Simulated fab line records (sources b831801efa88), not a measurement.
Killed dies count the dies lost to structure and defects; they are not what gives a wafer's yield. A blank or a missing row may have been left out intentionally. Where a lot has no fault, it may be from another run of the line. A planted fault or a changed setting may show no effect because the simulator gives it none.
Matching of chambers -- flow sfq-line -- SFQ_TRILAYER_A5C_DEP_PECVD_142 on pecvd-03: 3 sister chambers
The step deposits SiO2 from SiH4/N2O, time 15.556 s, target thk 70 nm. 3 wafers are shown with their chamber, then 7 later ones without.

WAFERS WITH THEIR CHAMBER
wafer,chamber,throttle-valve-pct (%)
L829.3,2,23.2
L830.4,1,24.1
L830.5,0,26.9

WAFERS WITH NO CHAMBER GIVEN
wafer,throttle-valve-pct (%)
L831.1,24.2
L831.2,23.3
L831.3,26.7
L832.3,26.6
L832.6,23.2
L835.1,24.4
L835.4,23.2

WHICH CHAMBER EACH ONE RAN IN
wafer,from the rows above,in truth
L831.1,1,1
L831.2,2,2
L831.3,0,0
L832.3,0,0
L832.6,2,2
L835.1,1,1
L835.4,2,2
7 of 7 placed correctly. From these rows, 0 cannot be placed. Placed wrongly: 0.
How it was worked out, from the rows above alone: a wafer's distance from a chamber is the root of the sum, over the readings, of the square of ((its reading less the chamber's mean) divided by the reading's scatter). The wafer belongs to the nearest chamber; if the next one is less than 2 further off, it can't be placed. A chamber's mean is the mean of its shown wafers. The scatter: root of mean squared gap, hidden wafer to nearest shown wafer, with one shown wafer a chamber.
